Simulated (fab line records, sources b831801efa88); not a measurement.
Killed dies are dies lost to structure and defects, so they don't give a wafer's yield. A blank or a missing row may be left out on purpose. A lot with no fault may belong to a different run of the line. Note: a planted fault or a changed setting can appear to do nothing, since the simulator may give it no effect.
The tool behind it: which one? :: flow gf180mcu :: route of 602 steps, sampled at 1 step: 6 lots, 18 wafers

WHAT THE GAUGES SHOWED, per wafer
GF_M1_THK_MEAS_06: measures by xrf.
lot: L658
measured: day 17 05:32
on: film metro-03
M1_ALCU_THK (nm): 445 442 448

lot: L660
measured: day 17 12:26
on: film metro-03
M1_ALCU_THK (nm): 445 441 443

lot: L662
measured: day 18 02:20
on: film metro-01
M1_ALCU_THK (nm): 452 453 449

lot: L667
measured: day 20 06:05
on: film metro-03
M1_ALCU_THK (nm): 448 452 447

lot: L672
measured: day 22 05:31
on: film metro-01
M1_ALCU_THK (nm): 447 438 450

lot: L678
measured: day 23 23:56
on: film metro-03
M1_ALCU_THK (nm): 445 447 448

WHICH TOOL RAN EACH LOT (tool, then ch and the chambers of the sampled wafers, then the start)
Before these readings, the record contains no process step.

THE ANSWER, worked out from the rows above alone
Rule: the usual values come from the lots themselves. Put in order of their means at a reading, lots are off if they are a third of the lots or fewer, leave a main group of 4 or more, and stand apart from it by a gap of 3 or more times the standard deviation of the main group's means; of several such gaps the widest counts. If all means in a main group match to the digits the tables above print for the reading, that group is not used. A lot without any number at a reading at which 4 lots or more have one is off too. All remaining lots with rows at the step are treated as sound.
Nothing can be told from this: no lot is off at any reading shown.

WHAT THE SIMULATOR HAD PUT IN
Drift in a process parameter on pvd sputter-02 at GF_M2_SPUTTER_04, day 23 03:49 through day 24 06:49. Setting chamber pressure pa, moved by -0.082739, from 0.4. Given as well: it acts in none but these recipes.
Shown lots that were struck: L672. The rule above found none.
